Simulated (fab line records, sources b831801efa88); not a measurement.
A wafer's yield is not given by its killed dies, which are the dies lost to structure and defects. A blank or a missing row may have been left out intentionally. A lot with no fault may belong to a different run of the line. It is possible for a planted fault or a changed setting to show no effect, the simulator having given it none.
fab line records | flow sky130
[record] lots = 12 wafers = 36 last_day = 50
route steps=708 shown SD_N@346 RES_XHIGH@360 LI_CONTACT@378 PAD_OPEN@708
lots with no fault: from the same line, run without faults
start_h: start of the lot's first displayed wafer, in hours after the record's first day | wait_h: time in hours since the lot's previous step | " identical to the entry in the row above | L1.1+2: several wafers, shown together as one row | - no value, or no start was given | * or withheld: withheld | < > ~ a bound
route shown NAME@n: names a module that has steps shown in the file, with the first one's number in the route | usual: average and standard deviation across the fault-free wafers | same: alike in all rows | chamber/n: place in a boat | sites: per-site readings | _std_site: the standard deviation of these | _edge_site: inner sites' mean taken away from outer sites' mean | radius_mm: how far each site lies from the wafer's centre | mask NAME#n: copy n | behind: the tool/chamber that last shaped the wafer | hold: why the lot was held/for how many hours/how that ended | device: names the non-switching transistor (n, p or np) | end of line: tests run on the same wafers once the route is complete | a step without rows: its recipe alone | killed: count of dies lost to structure and defects at first sort (not the wafer's yield) | map: per-die view of a wafer (x killed, . not killed, _ where there is no die)
set.NAME: the setting that was run; set.NAME@STEP: the one run at that earlier step | model.NAME: the simulator's own value behind a step, which no gauge read
the route's steps for a sample of lots (tables are steps, rows are wafers)
services: the hour from which a tool's chamber was out of use, counted from the record's first day as start_h (under 0 if before that day), plus the number of hours and why
[[steps]]
[step SKY_SD_N_EXPOSE_04]
[recipe] mask_id = NSDM na = 0.6 source_shape = conventional sigma_outer = 0.6 polarization = unpolarized target_cd_nm = 380 dose_mj = 141
[usual] focus_offset_nm = 0.0/0.56
// columns lot.wafer tool chamber start_h wait_h mask focus_offset_nm
L566.3 iline_stepper-02 0 636.44 - NSDM#0 0.0
L566.4 " 0 " " NSDM#0 -0.2
L566.6 " 0 " " NSDM#0 -0.2
L568.1 iline_stepper-01 0 668.99 - NSDM#0 -0.3
L568.3 " 0 " " NSDM#0 0.1
L568.5 " 0 " " NSDM#0 0.4
L570.1 iline_stepper-02 0 686.91 - NSDM#0 -0.3
L570.5 " 0 " " NSDM#0 0.1
L570.6 " 0 " " NSDM#0 -0.7
L571.1 iline_stepper-01 0 691.83 - NSDM#0 0.2
L571.3 " 0 " " NSDM#0 0.0
L571.6 " 0 " " NSDM#0 -0.7
L573.1 iline_stepper-01 0 713.01 - NSDM#0 0.4
L573.2 " 0 " " NSDM#0 0.2
L573.3 " 0 " " NSDM#0 0.4
L578.1 iline_stepper-01 0 744.01 - NSDM#0 1.0
L578.4 " 0 " " NSDM#0 1.2
L578.6 " 0 " " NSDM#0 0.6
L577.3 iline_stepper-02 0 744.45 - NSDM#0 -0.3
L577.4 " 0 " " NSDM#0 0.3
L577.6 " 0 " " NSDM#0 0.6
L579.1 iline_stepper-01 0 754.91 - NSDM#0 -0.4
L579.2 " 0 " " NSDM#0 -0.4
L579.3 " 0 " " NSDM#0 0.1
L580.2 iline_stepper-01 0 755.48 - NSDM#0 1.3
L580.4 " 0 " " NSDM#0 0.6
L580.6 " 0 " " NSDM#0 -0.3
L581.1 iline_stepper-01 0 762.36 - NSDM#0 -1.4
L581.2 " 0 " " NSDM#0 -1.1
L581.4 " 0 " " NSDM#0 -1.4
L586.1 iline_stepper-02 0 805.71 - NSDM#0 0.3
L586.3 " 0 " " NSDM#0 -0.1
L586.6 " 0 " " NSDM#0 0.1
L587.3 iline_stepper-02 0 811.48 - NSDM#0 -0.3
L587.4 " 0 " " NSDM#0 -1.3
L587.6 " 0 " " NSDM#0 0.2
[step SKY_SD_N_OVL_MEAS_08]
[usual] SD_N_OVL = -0.8/1.2
// columns lot.wafer tool chamber start_h wait_h SD_N_OVL[nm]
L566.3 overlay-01 - 648.37 0.1 -2.8
L566.4 " - " " -2.7
L566.6 " - " " 0.5
L568.1 overlay-02 - 682.16 0.1 -1.5
L568.3 " - " " -1.5
L568.5 " - " " -1.8
L570.1 overlay-02 - 701.41 0.1 3.2
L570.5 " - " " 1.1
L570.6 " - " " 1.7
L571.1 overlay-02 - 705.08 0.1 -1.0
L571.3 " - " " -0.1
L571.6 " - " " -1.3
L573.1 overlay-02 - 727.71 0.1 -0.6
L573.2 " - " " 0.1
L573.3 " - " " -1.3
L578.1 overlay-01 - 758.23 0.1 -101.8
L578.4 " - " " -101.1
L578.6 " - " " -101.8
L577.3 overlay-02 - 758.52 0.1 -3.1
L577.4 " - " " -2.6
L577.6 " - " " -3.5
L579.1 overlay-01 - 766.91 0.1 -100.8
L579.2 " - " " -102.1
L579.3 " - " " -101.8
L580.2 overlay-01 - 767.51 0.1 -104.2
L580.4 " - " " -103.8
L580.6 " - " " -102.8
L581.1 overlay-01 - 775.68 0.1 -102.2
L581.2 " - " " -103.8
L581.4 " - " " -102.9
L586.1 overlay-01 - 818.26 0.1 -0.8
L586.3 " - " " 0.5
L586.6 " - " " -0.3
L587.3 overlay-01 - 823.62 0.1 0.2
L587.4 " - " " 0.5
L587.6 " - " " -0.8
[step SKY_SD_N_RS_MEAS_18]
[recipe] thk_meas_gauge = four-point-probe
[usual] RES_XHIGH_RS = 332.8/1.2
// columns lot.wafer tool chamber start_h wait_h RES_XHIGH_RS[ohm/sq]
L566.3 film_metro-04 - 649.36 0.1 333.7
L566.4 " - " " 333.7
L566.6 " - " " 333.6
L568.1 film_metro-02 - 683.12 0.1 333.7
L568.3 " - " " 334.9
L568.5 " - " " 335.4
L570.1 film_metro-03 - 702.37 0.1 331.2
L570.5 " - " " 330.2
L570.6 " - " " 330.6
L571.1 film_metro-04 - 706.04 0.1 334.4
L571.3 " - " " 335.7
L571.6 " - " " 334.8
L573.1 film_metro-03 - 728.67 0.1 332.3
L573.2 " - " " 331.6
L573.3 " - " " 330.7
L578.1 film_metro-02 - 759.19 0.1 334.4
L578.4 " - " " 333.0
L578.6 " - " " 332.4
L577.3 film_metro-03 - 759.59 0.1 333.2
L577.4 " - " " 332.9
L577.6 " - " " 331.2
L579.1 film_metro-04 - 767.87 0.1 332.6
L579.2 " - " " 332.1
L579.3 " - " " 333.6
L580.2 film_metro-04 - 768.54 0.1 331.6
L580.4 " - " " 331.4
L580.6 " - " " 331.6
L581.1 film_metro-03 - 776.64 0.1 331.9
L581.2 " - " " 331.9
L581.4 " - " " 330.8
L586.1 film_metro-04 - 819.22 0.1 331.8
L586.3 " - " " 330.6
L586.6 " - " " 331.6
L587.3 film_metro-04 - 824.61 0.1 331.3
L587.4 " - " " 332.5
L587.6 " - " " 332.0
[step SKY_LI_CONTACT_STRIP_16]
[recipe] chemistry = O2/N2 power_w = 1400 pressure_mtorr = 1500 platen_temp_c = withheld o2_flow_sccm = 3000 n2_flow_sccm = 300 overash_fraction = 0.5
[usual] chamber_pressure_mTorr = 1500.0/1.4 drypump_motor_current_A = 5.33/0.25 oes_product_au = 0.376/0.005 strip_time_to_endpoint_s = 3.50/0.044
// columns lot.wafer tool chamber start_h wait_h chamber_pressure_mTorr drypump_motor_current_A oes_product_au rf_hours_counter_h strip_time_to_endpoint_s
L566.3 plasma_asher-01 0 678.56 - 1501.6 5.53 0.378 - 3.58
L566.4 " 1 " " 1498.3 5.21 0.374 - 3.55
L566.6 " 1 " " 1499.0 5.21 0.374 - 3.53
L568.1 plasma_asher-01 1 712.14 - 1501.9 5.22 0.380 55 3.52
L568.3 " 1 " " 1498.6 5.24 0.382 - 3.52
L568.5 " 0 " " 1499.0 5.52 0.372 - 3.54
L570.1 plasma_asher-04 1 730.89 - 1498.7 5.63 0.383 29 3.49
L570.5 " 1 " " 1499.3 5.64 0.381 - 3.52
L570.6 " 0 " " 1500.4 5.31 0.377 - 3.57
L571.1 plasma_asher-01 1 734.24 - 1498.2 5.22 0.370 57 3.38
L571.3 " 1 " " 1498.3 5.18 0.371 - 3.45
L571.6 " 0 " " 1502.5 5.53 0.373 - 3.45
L573.1 plasma_asher-03 0 756.98 - 1498.7 4.79 0.382 1 3.46
L573.2 " 1 " " 1500.1 5.49 0.369 1 3.47
L573.3 " 1 " " 1498.4 5.51 0.378 - 3.54
L578.1 plasma_asher-03 1 786.88 - 1500.6 5.50 0.376 4 3.49
L578.4 " 0 " " 1502.2 4.78 0.383 - 3.44
L578.6 " 1 " " 1499.5 5.50 0.388 - 3.51
L577.3 plasma_asher-04 1 788.17 - 1500.2 5.64 0.363 - 3.47
L577.4 " 0 " " 1500.6 5.29 0.369 - 3.50
L577.6 " 1 " " 1498.1 5.63 0.378 - 3.43
L579.1 plasma_asher-03 1 795.68 - 1499.1 5.50 0.375 5 3.46
L579.2 " 0 " " 1501.6 4.79 0.382 5 3.54
L579.3 " 0 " " 1500.2 4.79 0.369 - 3.51
L580.2 plasma_asher-04 0 796.82 - 1500.0 5.29 0.383 35 3.53
L580.4 " 0 " " 1498.8 5.31 0.380 - 3.59
L580.6 " 1 " " 1500.2 5.65 0.370 - 3.53
L581.1 plasma_asher-01 0 803.89 - 1499.1 5.53 0.373 64 3.55
L581.2 " 1 " " 1503.3 5.24 0.378 64 3.51
L581.4 " 1 " " 1498.6 5.24 0.379 - 3.53
L586.1 plasma_asher-01 0 846.32 - 1501.8 5.53 0.377 69 3.53
L586.3 " 1 " " 1497.7 5.24 0.385 - 3.56
L586.6 " 1 " " 1497.4 5.22 0.372 - 3.50
L587.3 plasma_asher-03 0 852.22 - 1500.3 4.79 0.389 - 3.56
L587.4 " 1 " " 1499.6 5.49 0.371 - 3.48
L587.6 " 1 " " 1502.1 5.49 0.376 - 3.54
[step SKY_LI_CONTACT_SPUTTER_20]
[recipe] material = TiN target_thk_nm = 20 chamber_pressure_pa = 5 power_w = 4000 time_s = 80
[usual] chamber_pressure_pa = 5.000/0.011 throttle_valve_pct = 29.8/1.1
// columns lot.wafer tool chamber start_h wait_h chamber_pressure_pa throttle_valve_pct
L566.3 pvd_sputter-04 - 678.92 0.0 4.987 30.5
L566.4 " - " " 5.007 27.9
L566.6 " - " " 4.996 28.6
L568.1 pvd_sputter-02 - 712.53 0.0 4.999 29.1
L568.3 " - " " 4.995 31.5
L568.5 " - " " 5.004 31.6
L570.1 pvd_sputter-02 - 731.26 0.0 4.987 30.0
L570.5 " - " " 5.002 28.6
L570.6 " - " " 4.967 29.1
L571.1 pvd_sputter-03 - 734.61 0.0 5.005 29.0
L571.3 " - " " 5.007 31.5
L571.6 " - " " 5.014 30.1
L573.1 pvd_sputter-03 - 757.35 0.0 5.003 31.4
L573.2 " - " " 4.996 30.1
L573.3 " - " " 4.994 28.6
L578.1 pvd_sputter-02 - 787.27 0.0 5.006 28.9
L578.4 " - " " 5.001 30.0
L578.6 " - " " 5.020 28.7
L577.3 pvd_sputter-02 - 788.50 0.0 5.002 28.5
L577.4 " - " " 5.001 31.3
L577.6 " - " " 4.995 29.4
L579.1 pvd_sputter-03 - 796.05 0.0 4.973 30.9
L579.2 " - " " 4.989 31.0
L579.3 " - " " 5.010 29.8
L580.2 pvd_sputter-04 - 797.21 0.0 4.999 29.1
L580.4 " - " " 4.997 28.7
L580.6 " - " " 5.006 28.9
L581.1 pvd_sputter-04 - 804.28 0.0 4.984 28.7
L581.2 " - " " 5.001 27.8
L581.4 " - " " 5.016 29.9
L586.1 pvd_sputter-04 - 846.69 0.0 4.984 28.0
L586.3 " - " " 5.005 28.5
L586.6 " - " " 4.999 28.5
L587.3 pvd_sputter-03 - 852.56 0.0 5.010 30.0
L587.4 " - " " 4.992 30.8
L587.6 " - " " 5.000 31.1
[step SKY_PAD_OPEN_PROBE_99]
[usual] killed_at_M0_to_M3 = 44/7.5 killed_at_M4_up = 3.3/1.8 killed_at_contacts = 25/5.9 killed_at_front_end = 16/4.7 killed_at_other = 0.3/0.52 killed_dies = 89/9.9 killed_open = 49/7.8 killed_short = 40/5.8
[same] gross_dies = 492 killed_at_back_side = 0
// columns lot.wafer tool chamber start_h wait_h killed_at_M0_to_M3 killed_at_M4_up killed_at_contacts killed_at_front_end killed_at_other killed_dies killed_open killed_short
L578.1 prober-02 - 1157.95 0.1 54 3 27 9 0 93 48 45
L578.4 prober-02 - 1158.10 0.2 45 4 29 16 0 94 55 38
L578.6 prober-02 - 1158.20 0.2 29 5 33 14 0 81 40 40
// killed by level:class
L578.1 CONTACT:geometric_particle:open=11 VIA2:geometric_particle:short=9 VIA3:geometric_particle:open=9 VIA1:geometric_particle:short=7 VIA2:geometric_particle:open=7 FIELD_ISO:geometric_particle:short=6 LI_CONTACT:geometric_particle:open=6 METAL1:geometric_particle:short=6
L578.4 VIA1:geometric_particle:open=14 CONTACT:geometric_particle:open=10 CONTACT:geometric_particle:short=7 VIA2:geometric_particle:open=7 LI_CONTACT:geometric_particle:open=6 VIA3:geometric_particle:open=6 FIELD_ISO:geometric_particle:short=4 VIA1:geometric_particle:short=4
L578.6 CONTACT:geometric_particle:open=10 LI_CONTACT:geometric_particle:open=8 POLY_GATE:geometric_particle:short=7 LOCAL_INTERCONNECT:geometric_particle:short=6 CONTACT:geometric_particle:short=6 VIA2:geometric_particle:open=5 POLY_GATE:geometric_particle:open=5 METAL1:geometric_particle:short=5
[[services]]
// columns tool chamber start_h hours kind
iline_stepper-01 - 624.48 8.9 pm
pvd_sputter-02 - 642.78 3.7 repair
pvd_sputter-03 - 650.81 1.9 repair
pvd_sputter-04 3 657.77 - consumable_replace:kit
pvd_sputter-04 3 657.77 18.0 scheduled_down
pvd_sputter-04 3 657.77 18.0 vent_cycle
iline_stepper-01 - 657.97 4.9 repair
pvd_sputter-04 - 665.52 1.8 repair
iline_stepper-02 - 669.02 8.7 repair
iline_stepper-01 - 677.70 1.7 pm
iline_stepper-02 0 694.75 - calibration
plasma_asher-04 - 700.29 14.6 pm
plasma_asher-03 - 718.22 13.1 repair
iline_stepper-01 0 718.68 - calibration
plasma_asher-03 - 733.75 9.0 pm
pvd_sputter-02 - 747.81 3.5 repair
iline_stepper-02 - 754.29 1.7 pm
pvd_sputter-03 - 783.83 1.1 repair
iline_stepper-02 - 807.47 3.6 repair
plasma_asher-01 - 810.50 2.8 pm
plasma_asher-03 - 810.69 14.6 pm
pvd_sputter-02 - 810.81 4.5 repair
pvd_sputter-03 - 830.00 3.5 repair
pvd_sputter-02 - 845.70 5.3 repair
[[key]]
[first_sign] step = SKY_SD_N_OVL_MEAS_08 reading = SD_N_OVL direction = down sigmas = 82 usual = -0.8 struck = -102.4
effect none on later readings
met_at SKY_SD_N_EXPOSE_04
struck_lots L578,L579,L580,L581
tester_left_out L578,L579,L580,L581
not_acting_at SKY_SD_N_RS_MEAS_18,SKY_LI_CONTACT_STRIP_16,SKY_LI_CONTACT_SPUTTER_20
onset_between 713.01 744.01
[fault] kind = scanner_matching_overlay tool = iline_stepper-01 chamber = - onset_h = 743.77 steps = SKY_SD_N_EXPOSE_04 offset = -101.14
// tester_left_out: of these lots the tester's yield and bins aren't shown, on N5 and GAA mostly nor the transistor test; their killed dies are dies lost to structure and defects alone, not to doping, threshold or leakage, so they don't give the yield
